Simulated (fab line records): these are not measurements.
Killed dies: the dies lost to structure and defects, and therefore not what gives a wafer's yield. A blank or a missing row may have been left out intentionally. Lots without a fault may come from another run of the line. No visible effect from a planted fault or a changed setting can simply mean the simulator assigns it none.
The tool behind it: which one? / flow gf180mcu / 11 lots with 33 wafers sampled at 2 steps, on a route of 602 steps

== WHAT THE GAUGES READ, wafer by wafer ==
GF_V4_CD_MEAS_14: target cd 260 nm.
lot=L707; measured=day 24 09:44; on=cd-sem-01; cd-nm (nm)=260.4 260.0 260.0
lot=L709; measured=day 25 07:11; on=cd-sem-01; cd-nm (nm)=258.0 257.6 258.5
lot=L710; measured=day 25 10:30; on=cd-sem-01; cd-nm (nm)=259.0 260.0 259.1
lot=L715; measured=day 27 04:14; on=cd-sem-02; cd-nm (nm)=259.5 259.7 259.5
lot=L719; measured=day 28 12:41; on=cd-sem-01; cd-nm (nm)=261.9 259.8 260.6
lot=L724; measured=day 29 20:54; on=cd-sem-01; cd-nm (nm)=260.0 259.9 260.3
lot=L725; measured=day 30 02:07; on=cd-sem-02; cd-nm (nm)=260.9 261.8 261.2
lot=L726; measured=day 30 10:23; on=cd-sem-02; cd-nm (nm)=259.3 258.0 260.1
lot=L727; measured=day 30 17:02; on=cd-sem-02; cd-nm (nm)=260.8 262.5 260.6
lot=L729; measured=day 31 01:01; on=cd-sem-01; cd-nm (nm)=258.2 258.7 258.0
lot=L730; measured=day 31 08:31; on=cd-sem-01; cd-nm (nm)=259.5 258.6 260.3

== WHICH TOOL RAN EACH LOT (tool, then ch and the chambers of the sampled wafers, then the start) ==
lot=L707; GF_V4_CMP_04=cmp-02 ch 0,1, day 23 11:01
lot=L709; GF_V4_CMP_04=cmp-01 ch 0,1,3, day 24 09:13
lot=L710; GF_V4_CMP_04=cmp-01 ch 1,2,3, day 24 12:53
lot=L715; GF_V4_CMP_04=cmp-02 ch 0,2,3, day 26 07:21
lot=L719; GF_V4_CMP_04=cmp-01 ch 0,1,2, day 27 17:32
lot=L724; GF_V4_CMP_04=cmp-02 ch 0,1,3, day 29 01:10
lot=L725; GF_V4_CMP_04=cmp-01 ch 1,2,3, day 29 06:51
lot=L726; GF_V4_CMP_04=cmp-01 ch 0,3, day 29 15:17
lot=L727; GF_V4_CMP_04=cmp-01 ch 0,1,3, day 29 22:37
lot=L729; GF_V4_CMP_04=cmp-02 ch 0,3, day 30 06:28
lot=L730; GF_V4_CMP_04=cmp-01 ch 0,1,3, day 30 14:09
- GF_V4_CMP_04: polishes SiO2.

== THE ANSWER, worked out from the rows above alone ==
Rule: usual is defined by the lots themselves. The widest of any qualifying gaps counts: lots, ordered by their means at a reading, are off when they make up no more than a third of the lots, leave a main group of 4 or more, and stand apart from it by 3 or more times the standard deviation of that group's means. The tables above print the reading to a certain number of digits; a main group whose means all agree to those digits is not used. A lot without any number at a reading at which 4 lots or more have one is off too. Any other lot the step has rows for is counted as sound.
Across all readings shown, no lot is off: no conclusion can be drawn from this.

== WHAT THE SIMULATOR HAD INSERTED ==
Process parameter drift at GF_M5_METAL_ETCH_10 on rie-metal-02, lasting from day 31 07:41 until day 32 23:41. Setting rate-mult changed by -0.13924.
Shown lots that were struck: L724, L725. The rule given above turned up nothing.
